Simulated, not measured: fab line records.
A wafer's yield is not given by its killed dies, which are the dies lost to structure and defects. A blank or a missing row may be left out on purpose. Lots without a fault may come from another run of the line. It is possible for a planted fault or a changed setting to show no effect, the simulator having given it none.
fab line records	flow sky130
record: lots: 14	wafers: 42	last-day: 50
route steps=708 shown CONTACT@429 METAL1@436
lots untouched by any fault: they come from a run of this same line in which no faults occurred
start-h: hours from the record's first day to the start of the lot's first wafer shown	wait-h: hours elapsed since this lot's preceding step	" repeats the value in the row above	L1.1+2: a single row standing in for several wafers	- no value present, or no start provided	* or withheld: withheld	< > ~ a bound
route shown NAME@n: names a module that has steps shown in the file, with the first one's number in the route	usual: mean and standard deviation over wafers with no fault	same: alike in all rows	chamber/n: place in a boat	sites: readings site by site	_std_site: standard deviation of those values	_edge_site: the outer-site mean with the inner-site mean subtracted	radius-mm: how far each site lies from the wafer's centre	mask NAME#n: copy n	behind: the last tool/chamber to shape the wafer	hold: why the lot was held/for how many hours/how that ended	device: whichever transistor did not switch (one of n, p or np)	end of line: at the end of the route, the tests of the same wafers	a step with no rows: only its recipe	killed: at the first sort, the dies lost to defects and structure; wafer yield is something else	map: a wafer's dies, marking killed ones x, the rest . and places with no die _
set.NAME: the setting that was run; set.NAME@STEP: the one run at that earlier step	model.NAME: the simulator's own value behind a step, which no gauge read
one table for each step of the route and one row for each wafer, over a sample of lots
services: when a tool's chamber went out of use (start-h, in hours from the record's first day, below 0 if earlier), for how many hours, and the reason
== steps ==
step: SKY_CONTACT_SPUTTER_23
recipe: material: TiN	target-thk-nm: 20	chamber-pressure-pa: 5	power-w: 4000	time-s: 80
usual: throttle-valve-pct: 30.0/1.1
same: time-s: 80
lot.wafer	tool	chamber	start-h	wait-h	throttle-valve-pct
L220.1	pvd-sputter-01	-	741.36	0.0	30.6
L220.3	"	-	"	"	28.8
L220.6	"	-	"	"	28.5
L222.1	pvd-sputter-02	-	754.27	0.0	31.0
L222.3	"	-	"	"	31.9
L222.4	"	-	"	"	29.2
L223.1	pvd-sputter-01	-	760.03	0.0	30.2
L223.4	"	-	"	"	28.5
L223.5	"	-	"	"	31.3
L224.2	pvd-sputter-01	-	789.57	0.0	28.6
L224.3	"	-	"	"	30.7
L224.5	"	-	"	"	30.8
L225.3	pvd-sputter-01	-	791.41	0.0	30.3
L225.4	"	-	"	"	31.3
L225.6	"	-	"	"	30.7
L227.3	pvd-sputter-03	-	791.73	0.0	29.9
L227.4	"	-	"	"	29.2
L227.6	"	-	"	"	31.1
L226.1	pvd-sputter-02	-	794.37	0.0	28.6
L226.4	"	-	"	"	29.1
L226.5	"	-	"	"	28.7
L228.2	pvd-sputter-01	-	798.84	0.0	29.1
L228.3	"	-	"	"	28.6
L228.5	"	-	"	"	31.1
L233.1	pvd-sputter-01	-	843.40	0.0	28.6
L233.5	"	-	"	"	28.6
L233.6	"	-	"	"	31.1
L234.2	pvd-sputter-03	-	847.13	0.0	31.0
L234.3	"	-	"	"	29.2
L234.5	"	-	"	"	29.5
L237.1	pvd-sputter-01	-	862.05	0.0	31.2
L237.2	"	-	"	"	29.0
L237.4	"	-	"	"	29.0
L239.1	pvd-sputter-03	-	891.98	0.0	29.6
L239.2	"	-	"	"	30.0
L239.6	"	-	"	"	29.8
L242.1	pvd-sputter-03	-	900.28	0.0	31.0
L242.3	"	-	"	"	29.9
L242.4	"	-	"	"	29.0
L243.1	pvd-sputter-01	-	907.60	0.0	31.3
L243.3	"	-	"	"	30.7
L243.5	"	-	"	"	29.1
step: SKY_METAL1_SPUTTER_02
recipe: material: AlCu	target-thk-nm: 250	power-w: 10600	time-s: 13.3	chamber-pressure-pa: 0.3847
usual: throttle-valve-pct: 29.9/0.97
same: time-s: 13.3
lot.wafer	tool	chamber	start-h	wait-h	throttle-valve-pct
L220.1	pvd-sputter-03	-	742.06	0.0	31.0
L220.3	"	-	"	"	30.0
L220.6	"	-	"	"	30.7
L222.1	pvd-sputter-01	-	754.96	0.0	29.0
L222.3	"	-	"	"	30.7
L222.4	"	-	"	"	29.1
L223.1	pvd-sputter-01	-	760.73	0.0	30.9
L223.4	"	-	"	"	28.6
L223.5	"	-	"	"	29.0
L224.2	pvd-sputter-03	-	790.27	0.0	29.6
L224.3	"	-	"	"	30.8
L224.5	"	-	"	"	30.2
L225.3	pvd-sputter-01	-	792.11	0.0	28.6
L225.4	"	-	"	"	31.2
L225.6	"	-	"	"	28.4
L227.3	pvd-sputter-04	-	792.43	0.0	30.9
L227.4	"	-	"	"	29.7
L227.6	"	-	"	"	30.3
L226.1	pvd-sputter-03	-	795.07	0.0	30.0
L226.4	"	-	"	"	29.5
L226.5	"	-	"	"	29.2
L228.2	pvd-sputter-03	-	799.54	0.0	29.7
L228.3	"	-	"	"	31.0
L228.5	"	-	"	"	30.8
L233.1	pvd-sputter-01	-	844.10	0.0	31.3
L233.5	"	-	"	"	30.5
L233.6	"	-	"	"	29.0
L234.2	pvd-sputter-01	-	847.83	0.0	30.7
L234.3	"	-	"	"	29.1
L234.5	"	-	"	"	28.6
L237.1	pvd-sputter-03	-	862.76	0.0	29.7
L237.2	"	-	"	"	30.9
L237.4	"	-	"	"	29.2
L239.1	pvd-sputter-01	-	892.68	0.0	30.6
L239.2	"	-	"	"	31.2
L239.6	"	-	"	"	30.7
L242.1	pvd-sputter-01	-	900.98	0.0	29.0
L242.3	"	-	"	"	30.7
L242.4	"	-	"	"	31.2
L243.1	pvd-sputter-03	-	908.30	0.0	29.7
L243.3	"	-	"	"	29.3
L243.5	"	-	"	"	29.5
step: SKY_METAL1_CD_MEAS_15
recipe: target-cd-nm: 140
usual: cd-nm: 139.8/1.7
lot.wafer	tool	chamber	start-h	wait-h	cd-nm
L220.1	cd-sem-02	-	769.59	-	139.1
L220.3	"	-	"	"	140.0
L220.6	"	-	"	"	140.3
L222.1	cd-sem-02	-	782.07	-	141.6
L222.3	"	-	"	"	141.6
L222.4	"	-	"	"	141.8
L223.1	cd-sem-01	-	787.96	-	142.6
L223.4	"	-	"	"	141.1
L223.5	"	-	"	"	141.4
L224.2	cd-sem-02	-	816.89	-	139.9
L224.3	"	-	"	"	140.2
L224.5	"	-	"	"	140.8
L225.3	cd-sem-02	-	818.93	-	141.8
L225.4	"	-	"	"	140.3
L225.6	"	-	"	"	140.6
L227.3	cd-sem-02	-	819.56	-	139.8
L227.4	"	-	"	"	141.0
L227.6	"	-	"	"	139.7
L226.1	cd-sem-02	-	821.47	-	140.0
L226.4	"	-	"	"	140.5
L226.5	"	-	"	"	139.3
L228.2	cd-sem-02	-	826.90	-	138.2
L228.3	"	-	"	"	140.1
L228.5	"	-	"	"	138.3
L233.1	cd-sem-02	-	869.76	-	140.7
L233.5	"	-	"	"	138.9
L233.6	"	-	"	"	140.1
L234.2	cd-sem-01	-	873.79	-	141.6
L234.3	"	-	"	"	141.4
L234.5	"	-	"	"	140.5
L237.1	cd-sem-01	-	888.47	-	137.0
L237.2	"	-	"	"	138.3
L237.4	"	-	"	"	136.9
L239.1	cd-sem-01	-	917.44	-	140.2
L239.2	"	-	"	"	138.0
L239.6	"	-	"	"	137.0
L242.1	cd-sem-01	-	926.41	-	137.5
L242.3	"	-	"	"	138.2
L242.4	"	-	"	"	138.1
L243.1	cd-sem-01	-	933.62	-	141.4
L243.3	"	-	"	"	139.7
L243.5	"	-	"	"	140.5
step: SKY_METAL1_METAL_ETCH_19
recipe: target-depth-a: 3600	stop-on: SiO2	over-etch-frac: 0.3	time-s: 78	chemistry: Cl2/BCl3	resist-sidewall-deg: 88	pressure-mtorr: 10	icp-w: 900	bias-w: 48.5	Cl2_flow_sccm: 60	bcl3-flow-sccm: 30
usual: drypump-motor-current-A: 5.6/0.53	mfc-cl2-sccm: 60.03/0.18	oes-product-au: 0.857/0.006	throttle-valve-pct: 22.264/0.0086
same: time-s: 78
lot.wafer	tool	chamber	start-h	wait-h	drypump-motor-current-A	mfc-cl2-sccm	oes-product-au	rf-hours-counter-h	throttle-valve-pct
L220.1	rie-metal-03	1	769.84	0.0	5.1	59.91	0.852	10	22.269
L220.3	"	0	"	"	5.8	60.09	0.864	-	22.268
L220.6	"	1	"	"	5.1	59.97	0.860	-	22.274
L222.1	rie-metal-04	0	782.32	0.0	6.4	60.24	0.851	9	22.261
L222.3	"	0	"	"	6.5	59.90	0.859	-	22.271
L222.4	"	1	"	"	4.7	60.30	0.852	-	22.272
L223.1	rie-metal-04	0	788.21	0.0	6.5	59.95	0.850	9	22.265
L223.4	"	0	"	"	6.4	60.11	0.848	-	22.260
L223.5	"	1	"	"	4.7	60.01	0.850	-	22.257
L224.2	rie-metal-03	1	817.12	0.0	5.1	60.18	0.852	12	22.266
L224.3	"	1	"	"	5.1	59.93	0.856	-	22.275
L224.5	"	0	"	"	5.8	59.65	0.855	-	22.262
L225.3	rie-metal-02	1	819.17	0.1	6.0	60.22	0.858	-	22.271
L225.4	"	0	"	"	5.9	60.14	0.847	-	22.263
L225.6	"	0	"	"	5.9	59.88	0.858	-	22.255
L227.3	rie-metal-03	1	819.93	0.1	5.1	60.16	0.857	-	22.269
L227.4	"	1	"	"	5.1	59.87	0.854	-	22.252
L227.6	"	1	"	"	5.1	59.92	0.857	-	22.255
L226.1	rie-metal-04	1	821.75	0.1	4.7	59.98	0.858	17	22.254
L226.4	"	0	"	"	6.5	60.19	0.859	-	22.254
L226.5	"	0	"	"	6.4	60.28	0.858	-	22.266
L228.2	rie-metal-04	1	827.16	0.1	4.7	59.74	0.862	17	22.280
L228.3	"	0	"	"	6.5	60.16	0.853	-	22.250
L228.5	"	0	"	"	6.4	60.16	0.852	-	22.272
L233.1	rie-metal-03	1	870.01	0.0	5.1	59.81	0.857	14	22.264
L233.5	"	1	"	"	5.1	59.82	0.861	-	22.253
L233.6	"	0	"	"	5.8	59.82	0.856	-	22.281
L234.2	rie-metal-03	1	874.02	0.0	5.1	59.98	0.866	14	22.263
L234.3	"	0	"	"	5.8	59.95	0.850	-	22.276
L234.5	"	0	"	"	5.8	59.91	0.854	-	22.278
L237.1	rie-metal-04	1	888.72	0.0	4.7	59.93	0.863	0	22.279
L237.2	"	0	"	"	6.4	59.78	0.861	14	22.254
L237.4	"	1	"	"	4.7	60.02	0.869	-	22.255
L239.1	rie-metal-02	0	917.69	0.0	5.9	59.74	0.858	7	22.263
L239.2	"	1	"	"	6.0	59.83	0.866	9	22.250
L239.6	"	0	"	"	5.9	59.83	0.855	-	22.267
L242.1	rie-metal-02	1	926.66	0.0	6.0	60.12	0.857	9	22.263
L242.3	"	1	"	"	6.0	60.00	0.850	-	22.257
L242.4	"	0	"	"	5.9	59.95	0.851	-	22.265
L243.1	rie-metal-02	1	933.87	0.0	6.0	60.06	0.862	9	22.265
L243.3	"	1	"	"	6.0	60.20	0.854	-	22.258
L243.5	"	1	"	"	6.0	59.90	0.863	-	22.263
step: SKY_METAL1_STRIP_20
recipe: chemistry: O2/N2	power-w: 1400	pressure-mtorr: 1500	platen-temp-c: withheld	o2-flow-sccm: 3000	n2-flow-sccm: 300	overash-fraction: 0.5
usual: drypump-motor-current-A: 5.5/0.43	oes-product-au: 0.342/0.005	strip-time-to-endpoint-s: 2.70/0.032
lot.wafer	tool	chamber	start-h	wait-h	drypump-motor-current-A	oes-product-au	rf-hours-counter-h	strip-time-to-endpoint-s
L220.1	plasma-asher-04	1	769.93	0.1	4.9	0.338	2	2.64
L220.3	"	1	"	"	4.9	0.340	-	2.69
L220.6	"	0	"	"	6.0	0.344	-	2.67
L222.1	plasma-asher-04	1	782.41	0.1	4.9	0.339	4	2.69
L222.3	"	1	"	"	4.9	0.341	-	2.71
L222.4	"	0	"	"	6.0	0.344	-	2.73
L223.1	plasma-asher-04	0	788.30	0.1	6.0	0.343	4	2.71
L223.4	"	1	"	"	4.9	0.340	-	2.70
L223.5	"	1	"	"	4.9	0.343	-	2.71
L224.2	plasma-asher-03	1	817.21	0.1	5.9	0.341	99	2.65
L224.3	"	0	"	"	4.9	0.338	-	2.66
L224.5	"	0	"	"	4.9	0.346	-	2.72
L225.3	plasma-asher-03	0	819.26	0.1	4.9	0.340	-	2.67
L225.4	"	1	"	"	5.9	0.340	-	2.70
L225.6	"	1	"	"	5.9	0.338	-	2.73
L227.3	plasma-asher-04	0	820.08	0.1	6.0	0.340	-	2.71
L227.4	"	1	"	"	4.9	0.343	-	2.72
L227.6	"	0	"	"	6.0	0.348	-	2.69
L226.1	plasma-asher-04	1	821.87	0.1	4.9	0.357	9	2.73
L226.4	"	0	"	"	6.0	0.348	-	2.71
L226.5	"	0	"	"	6.0	0.345	-	2.74
L228.2	plasma-asher-04	0	827.28	0.1	6.0	0.342	9	2.67
L228.3	"	0	"	"	6.0	0.344	-	2.68
L228.5	"	1	"	"	4.9	0.334	-	2.65
L233.1	plasma-asher-03	0	870.10	0.1	4.9	0.344	104	2.70
L233.5	"	0	"	"	4.9	0.341	-	2.73
L233.6	"	1	"	"	5.9	0.286	-	1.39
L234.2	plasma-asher-02	0	874.11	0.1	5.6	0.343	77	2.69
L234.3	"	1	"	"	5.4	0.298	-	1.33
L234.5	"	0	"	"	5.6	0.283	-	1.34
L237.1	plasma-asher-04	0	888.81	0.1	6.0	0.340	15	2.63
L237.2	"	1	"	"	4.9	0.343	15	2.65
L237.4	"	0	"	"	6.0	0.341	-	2.65
L239.1	plasma-asher-03	0	917.78	0.1	4.9	0.335	109	2.67
L239.2	"	1	"	"	5.9	0.344	109	2.62
L239.6	"	1	"	"	5.9	0.342	-	2.68
L242.1	plasma-asher-02	1	926.75	0.1	5.3	0.335	83	2.65
L242.3	"	0	"	"	5.6	0.342	-	2.62
L242.4	"	1	"	"	5.3	0.337	-	2.68
L243.1	plasma-asher-02	1	933.96	0.1	5.4	0.335	84	2.64
L243.3	"	0	"	"	5.7	0.347	-	2.63
L243.5	"	1	"	"	5.4	0.348	-	2.61
== services ==
tool	chamber	start-h	hours	kind
plasma-asher-04	-	733.75	9.0	pm
plasma-asher-04	0	733.75	9.0	vent-cycle
plasma-asher-04	1	733.75	9.0	vent-cycle
plasma-asher-04	0	742.75	-	clean
plasma-asher-04	1	742.75	-	clean
pvd-sputter-04	-	761.69	1.8	repair
rie-metal-04	-	767.65	2.8	pm
plasma-asher-03	-	777.19	2.8	pm
rie-metal-02	0	803.01	8.5	repair
rie-metal-03	0	817.35	3.8	repair
plasma-asher-03	-	826.17	1.5	repair
pvd-sputter-02	3	832.59	-	consumable-replace:kit
pvd-sputter-04	-	838.04	3.4	repair
pvd-sputter-01	3	847.92	-	consumable-replace:kit
pvd-sputter-01	3	847.92	18.0	scheduled-down
pvd-sputter-01	3	847.92	18.0	vent-cycle
rie-metal-04	-	849.77	0.3	repair
rie-metal-04	1	864.63	-	clean
rie-metal-04	1	864.63	12.5	scheduled-down
rie-metal-04	1	864.63	12.5	vent-cycle
rie-metal-02	1	883.77	1.2	repair
plasma-asher-02	-	895.24	0.4	repair
pvd-sputter-02	-	916.83	3.3	repair
rie-metal-04	-	917.49	1.2	repair
== key ==
first-sign: step: SKY_METAL1_STRIP_20	reading: strip-time-to-endpoint-s	direction: down	sigmas: 42	usual: *	struck: *
effect: step: SKY_METAL1_STRIP_20	reading: oes-product-au	direction: down	sigmas: 11	usual: 0.342	struck: 0.289
met-at SKY_METAL1_METAL_ETCH_19
struck-lots L233,L234
struck-wafers L233.6,L234.3,L234.5
sort-left-out L233.6
not-acting-at SKY_CONTACT_SPUTTER_23,SKY_METAL1_SPUTTER_02,SKY_METAL1_CD_MEAS_15
onset-between 817.12 870.01
fault: kind: process-parameter-drift	tool: rie-metal-03	chamber: 0	onset-h: 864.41	steps: SKY_METAL1_METAL_ETCH_19	channel: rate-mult	offset: 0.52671	shape: step	end-h: 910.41
sort-left-out: the simulated sort isn't trusted on such a fault, so these wafers' sort isn't shown, and their yield isn't known
